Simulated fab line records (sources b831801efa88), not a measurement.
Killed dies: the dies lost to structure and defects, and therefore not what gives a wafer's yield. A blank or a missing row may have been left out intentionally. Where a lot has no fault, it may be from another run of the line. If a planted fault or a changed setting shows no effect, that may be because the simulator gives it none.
2 desks looking at one fault :: flow gf180mcu :: every desk sees just its own numbers, and what lay behind them comes last

== DESK OF THE TOOL OWNER: pecvd-03 ==
The tool's own readings at GF_PASSIVATION_CVD_00 (deposits SiO2 from TEOS, target thk 1000 nm, time 111.95 s): means of the sampled wafers that have a number, for each lot that ran on this tool. If a lot's mean is further than 4 standard deviations from the usual mean, the lot is out of limits and carries the mark OUT (the distance appears in the brackets).
Columns: A = heater-power-w at GF_PASSIVATION_CVD_00, usual 677 W; B = run-length-s at GF_PASSIVATION_CVD_00, usual 139.8 s
lot: L916
first seen here: day 28 16:53
A: 612
B: 139.7

lot: L917
first seen here: day 28 21:07
A: 596
B: 139.9

lot: L920
first seen here: day 29 14:43
A: 674
B: 139.9

lot: L926
first seen here: day 31 10:40
A: 604
B: 167.0 (+63) OUT

lot: L928
first seen here: day 31 23:29
A: 643
B: 166.6 (+62) OUT
This desk's finding: out of limits on L926, L928; first on L926, day 31 10:40 (run-length-s at GF_PASSIVATION_CVD_00). L916, L917, L920 stayed within limits.

== AT THE METROLOGY DESK ==
What the gauges read, lot by lot, whatever tool the lot ran on: means of the sampled wafers that have a number. If a lot's mean is further than 4 standard deviations from the usual mean, the lot is out of limits and carries the mark OUT (the distance appears in the brackets).
Columns: A = MIM_ALCU_THK at GF_MIM_THK_MEAS_11, usual 199.3 nm; B = PASSIVATION_CVD_00_THK at GF_PASSIVATION_THK_MEAS_01, usual 996 nm
lot: L916
first seen here: day 25 02:31
A: 201.6
B: 1007

lot: L917
first seen here: day 25 06:55
A: 198.4
B: 993

lot: L920
first seen here: day 26 03:37
A: 198.0
B: 984

lot: L919
first seen here: day 26 03:38
A: 199.5
B: 995

lot: L926
first seen here: day 28 02:43
A: 200.7
B: 1245 (+19) OUT

lot: L928
first seen here: day 28 17:44
A: 198.0
B: 1229 (+18) OUT

lot: L929
first seen here: day 28 22:39
A: 199.2
B: 986

lot: L931
first seen here: day 29 14:43
A: 198.0
B: 1002

lot: L936
first seen here: day 30 19:28
A: 200.0
B: 991

lot: L937
first seen here: day 31 06:38
A: 199.5
B: 989

lot: L938
first seen here: day 31 13:42
A: 198.5
B: 987
This desk finds L926, L928 out of limits, with the earliest case on L926 at day 31 10:45 (PASSIVATION_CVD_00_THK at GF_PASSIVATION_THK_MEAS_01). L916, L917, L920, L919, L929, L931, L936, L937, L938 stayed within limits.

== PUT TOGETHER ==
At day 31 10:40, on L926, L928, the tool owner's desk was in a position to raise an alarm.
On L926, L928, the metrology desk was in a position to raise an alarm at day 31 10:45.
Every lot named ran GF_PASSIVATION_CVD_00 on pecvd-03.

== WHAT THE SIMULATOR HAD INSERTED ==
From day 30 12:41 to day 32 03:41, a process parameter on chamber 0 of pecvd-03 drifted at GF_PASSIVATION_CVD_00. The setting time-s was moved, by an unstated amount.
Lots struck among those shown: L926, L928.
Counting hours from when the fault started, the first reading out of limits came at 22 for the tool owner's desk and at 22 for the metrology desk.
